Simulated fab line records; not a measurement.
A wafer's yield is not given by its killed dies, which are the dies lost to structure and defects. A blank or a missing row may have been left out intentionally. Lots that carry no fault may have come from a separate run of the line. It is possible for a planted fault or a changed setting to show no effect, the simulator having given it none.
One fault seen from 2 desks | flow gf180mcu | only its own numbers are on each desk; what lay behind them is given at the end

## AT THE TOOL OWNER'S DESK: pvd_sputter-03
At GF_V4_SPUTTER_22 (material TiN, target thk 10 nm, time 40 s) the tool's own readings: per lot run on this tool, the mean of the sampled wafers that have a number. If a lot's mean is further than 4 standard deviations from the usual mean, the lot is out of limits and carries the mark OUT (the distance appears in the brackets).
Columns: A = throttle_valve_pct at GF_V4_SPUTTER_22, usual 30.7 %
lot  | first seen here | A
L824 | day 24 23:55    | 31.0
L837 | day 29 02:03    | 29.6
This desk's finding: nothing out of limits on any of the 2 lots.

## METROLOGY DESK
What the gauges read for every lot (on any tool): the sampled wafers with a number, averaged. If a lot's mean is further than 4 standard deviations from the usual mean, the lot is out of limits and carries the mark OUT (the distance appears in the brackets).
Columns: A = cd_nm at GF_V4_CD_MEAS_14, usual 260.1 nm; B = V4_OVL at GF_V4_OVL_MEAS_15, usual 2 nm
lot  | first seen here | A     | B
L824 | day 24 23:04    | 260.2 | -5
L822 | day 25 01:27    | 259.5 | -7
L837 | day 29 01:12    | 259.3 | 8
L842 | day 30 13:47    | 261.2 | 4
L844 | day 31 02:02    | 259.7 | 8
This desk's finding: nothing out of limits on any of the 5 lots.

## TAKEN TOGETHER
Nothing out of limits was seen by the tool owner's desk.
Metrology desk: nothing out of limits seen.

## WHAT HAD BEEN PUT IN BY THE SIMULATOR
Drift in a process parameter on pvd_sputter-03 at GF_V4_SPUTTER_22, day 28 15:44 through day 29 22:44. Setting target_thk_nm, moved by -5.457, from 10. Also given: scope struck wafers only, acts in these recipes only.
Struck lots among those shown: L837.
